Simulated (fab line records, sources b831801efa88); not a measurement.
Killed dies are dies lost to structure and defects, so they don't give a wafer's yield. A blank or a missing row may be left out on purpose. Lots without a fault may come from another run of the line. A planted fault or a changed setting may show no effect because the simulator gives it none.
One fault seen from 2 desks | flow gf180mcu | each desk has only its own numbers; what lay behind them comes last

THE METROLOGY DESK
What the gauges read, lot by lot, whatever tool the lot ran on: means of the sampled wafers that have a number. A lot is out of limits, marked OUT, if its mean lies more than 4 standard deviations from the usual mean; the brackets give that distance.
Columns: A = V3_OVL at GF_V3_OVL_MEAS_15, usual 3 nm; B = V3_W_RS at GF_V3_RS_MEAS_24, usual 0.328 ohm/sq
lot  | first seen here | A   | B
L454 | day 22 06:52    | 1   | 0.322
L455 | day 22 18:05    | 6   | 0.332
L457 | day 23 17:03    | 3   | 0.330
L458 | day 24 00:13    | 7   | 0.331
L459 | day 24 05:19    | 8   | 0.334
L460 | day 24 13:51    | -6  | 0.326
L463 | day 25 13:44    | 3   | 0.334
L469 | day 27 12:25    | 5   | 0.322
L470 | day 27 19:43    | 6   | 0.324
L471 | day 28 03:38    | 5   | 0.330
L472 | day 28 15:52    | 2   | 0.323
L474 | day 28 20:28    | 4   | 0.323
L476 | day 29 09:43    | -4  | 0.328
L477 | day 29 17:07    | -12 | 0.328
This desk's finding: nothing out of limits on any of the 14 lots.

THE TOOL OWNER'S DESK: wet_bench-02
The tool's own readings at GF_V3_STRIP_19 (strips in post etch residue remover, time 1200 s): means of the sampled wafers that have a number, for each lot that ran on this tool. A lot is out of limits, marked OUT, if its mean lies more than 4 standard deviations from the usual mean; the brackets give that distance.
Columns: A = bath_guard_temp_C at GF_V3_STRIP_19, usual 72.4 C; B = bath_heat_duty_pct at GF_V3_STRIP_19, usual 15.1 %
lot  | first seen here | A    | B
L463 | day 25 13:59    | 72.5 | 17.6
L470 | day 27 19:59    | 72.5 | 15.5
L476 | day 29 10:01    | 72.6 | 17.5
This desk's finding: nothing out of limits on any of the 3 lots.

PUT TOGETHER
The metrology desk saw nothing out of limits.
The tool owner's desk saw nothing out of limits.

WHAT THE SIMULATOR HAD PUT IN
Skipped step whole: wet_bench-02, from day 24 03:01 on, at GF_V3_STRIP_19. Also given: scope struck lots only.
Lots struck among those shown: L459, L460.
